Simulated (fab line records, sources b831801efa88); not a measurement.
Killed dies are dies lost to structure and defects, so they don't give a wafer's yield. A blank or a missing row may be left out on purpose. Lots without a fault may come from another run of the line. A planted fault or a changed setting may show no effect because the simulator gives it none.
One fault seen from 2 desks | flow sky130 | each desk has only its own numbers; what lay behind them comes last

THE TOOL OWNER'S DESK: rie_diel-01
The tool's own readings at SKY_LI_CONTACT_ETCH_14 (etches BARC in N2/H2, stops on SiO2, time 45.9 s, target depth 60 nm): means of the sampled wafers that have a number, for each lot that ran on this tool. A lot is out of limits, marked OUT, if its mean lies more than 4 standard deviations from the usual mean; the brackets give that distance.
Columns: A = bias_w at SKY_LI_CONTACT_ETCH_14, usual 100.0 W; B = drypump_motor_current_A at SKY_LI_CONTACT_ETCH_14, usual 5.8 A; C = oes_product_au at SKY_LI_CONTACT_ETCH_14, usual 0.854 a.u.; D = run_length_s at SKY_LI_CONTACT_ETCH_14, usual 74.2 s; E = throttle_valve_pct at SKY_LI_CONTACT_ETCH_14, usual 13.224 %
lot  | first seen here | A     | B   | C               | D               | E
L111 | day 29 09:35    | 99.5  | 6.1 | 0.857           | 74.5            | 13.227
L119 | day 31 21:20    | 100.0 | 5.9 | 0.855           | 73.9            | 13.220
L121 | day 32 16:26    | 99.9  | 5.9 | 0.946 (+23) OUT | 69.2 (-15) OUT  | 13.240
L122 | day 32 22:55    | 100.5 | 6.1 | 0.905 (+13) OUT | 72.1 (-6.5) OUT | 13.218
L123 | day 33 08:10    | 100.0 | 6.1 | 0.901 (+12) OUT | 71.9 (-7.0) OUT | 13.230
L132 | day 35 23:19    | 99.7  | 5.4 | 0.855           | 74.0            | 13.227
L134 | day 36 12:40    | 100.0 | 5.7 | 0.858           | 74.0            | 13.228
This desk's finding: out of limits on L121, L122, L123; first on L121, day 32 16:26 (oes_product_au at SKY_LI_CONTACT_ETCH_14). In limits: L111, L119, L132, L134.

THE METROLOGY DESK
What the gauges read, lot by lot, whatever tool the lot ran on: means of the sampled wafers that have a number. A lot is out of limits, marked OUT, if its mean lies more than 4 standard deviations from the usual mean; the brackets give that distance.
Columns: A = METAL2_ALCU_RS at SKY_METAL2_RS_MEAS_05, usual 0.1224 ohm/sq
lot  | first seen here | A
L112 | day 34 05:10    | 0.1220
L111 | day 34 07:17    | 0.1218
L115 | day 36 06:49    | 0.1222
L116 | day 36 08:33    | 0.1216
L119 | day 36 15:52    | 0.1228
L121 | day 37 08:39    | 0.1236
L122 | day 37 15:23    | 0.1221
L123 | day 37 23:04    | 0.1208
L126 | day 38 19:43    | 0.1220
L130 | day 40 09:41    | 0.1219
L132 | day 40 12:34    | 0.1239
L134 | day 41 00:37    | 0.1215
This desk's finding: nothing out of limits on any of the 12 lots.

PUT TOGETHER
The tool owner's desk could have raised an alarm at day 32 16:26, on L121, L122, L123.
The metrology desk saw nothing out of limits.
The metrology desk has L121, L122, L123 on record, within its limits.
Of the lots named, all ran SKY_LI_CONTACT_ETCH_14 on rie_diel-01.

WHAT THE SIMULATOR HAD PUT IN
Process parameter drift: rie_diel-01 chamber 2, from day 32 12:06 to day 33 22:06, at SKY_LI_CONTACT_ETCH_14. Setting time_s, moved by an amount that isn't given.
Lots struck among those shown: L121, L122, L123.
Hours from the fault's start to each desk's first reading out of limits: the tool owner's desk, 4.
